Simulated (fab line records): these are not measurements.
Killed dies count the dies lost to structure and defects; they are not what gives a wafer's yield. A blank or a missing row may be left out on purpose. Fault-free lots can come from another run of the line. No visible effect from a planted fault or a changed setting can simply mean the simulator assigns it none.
Struck lot and sound lot, side by side / flow gf180mcu / 14 steps out of a route of 602
Sound: these wafers, L272.1, L272.5, L272.6. Wafers L269.4, L269.5, L269.6 were the ones struck. Last of all comes the cause.
Per side, at each step with rows, come the tool, then ch with its chambers, and then its first start. Under that, the readings that differ: sound wafers / struck wafers / difference of the means / sigmas: that difference in standard deviations of wafers without a fault.
alike: words and numbers the same on both sides, and readings whose means are apart by under 2 such deviations; not compared: readings that were withheld, readings missing a value for some wafer, numbers with overlapping values and no deviation given by the record, and bounds like >300 which may hide the same value.
Wherever a step has rows on one side only, a row that says differs or no value, or a row with sigmas, the two part there. Numbers that don't overlap but have no deviation are shown without sigmas and don't part them. A reading that every wafer of one side lacks parts them only if that side has two wafers or more.

GF_HV_LDD_OVL_MEAS_32:
  sound: overlay-02 at day 16 17:28; struck: overlay-01 at day 15 23:01
  alike: HV_LDD_02_OVL
then, 4 steps without rows for these wafers: GF_HV_LDD_IMPLANT_33; GF_HV_LDD_IMPLANT_34; GF_HV_LDD_IMPLANT_35; GF_HV_LDD_IMPLANT_36.
GF_HV_LDD_STRIP_37: strips in O2/N2.
  sound on plasma_asher-03 ch 0,1, day 16 18:06; struck on plasma_asher-01 ch 0,1, day 15 23:40
  alike: drypump_motor_current_A, heater_power_w, oes_product_au, strip_time_to_endpoint_s
  not compared: rf_hours_counter_h
GF_HV_LDD_TW_MEAS_38:
  sound: film_metro-03 at day 16 18:12; struck: film_metro-03 at day 15 23:46
  alike: HV_LDD_3_TW
then, 5 steps without rows for these wafers: GF_HV_LDD_DEHYDRATE_39 (time 60 s); GF_HV_LDD_HMDS_40 (prime time 60 s); GF_HV_LDD_COAT_41 (resist thk 1000 nm); GF_HV_LDD_SOFTBAKE_42 (time 60 s); GF_HV_LDD_EXPOSE_43 (exposes mask Pplus HV AREA, target cd 400 nm).
GF_HV_LDD_PEB_44:
  struck on litho_track-02, day 16 20:56; sound on litho_track-02 ch 0, day 17 16:31
reading=exhaust_pa (Pa); sound=44.5 44.9 45.8; struck=- - -; difference=no value on the struck wafers; sigmas=
  not compared: chill_plate_temp_C
then, 1 step without rows for these wafers: GF_HV_LDD_DEVELOP_45 (develop time 60 s).

== WHERE THEY PART ==
GF_HV_LDD_PEB_44 only, going by this record.

WHY: whatever the simulator had introduced
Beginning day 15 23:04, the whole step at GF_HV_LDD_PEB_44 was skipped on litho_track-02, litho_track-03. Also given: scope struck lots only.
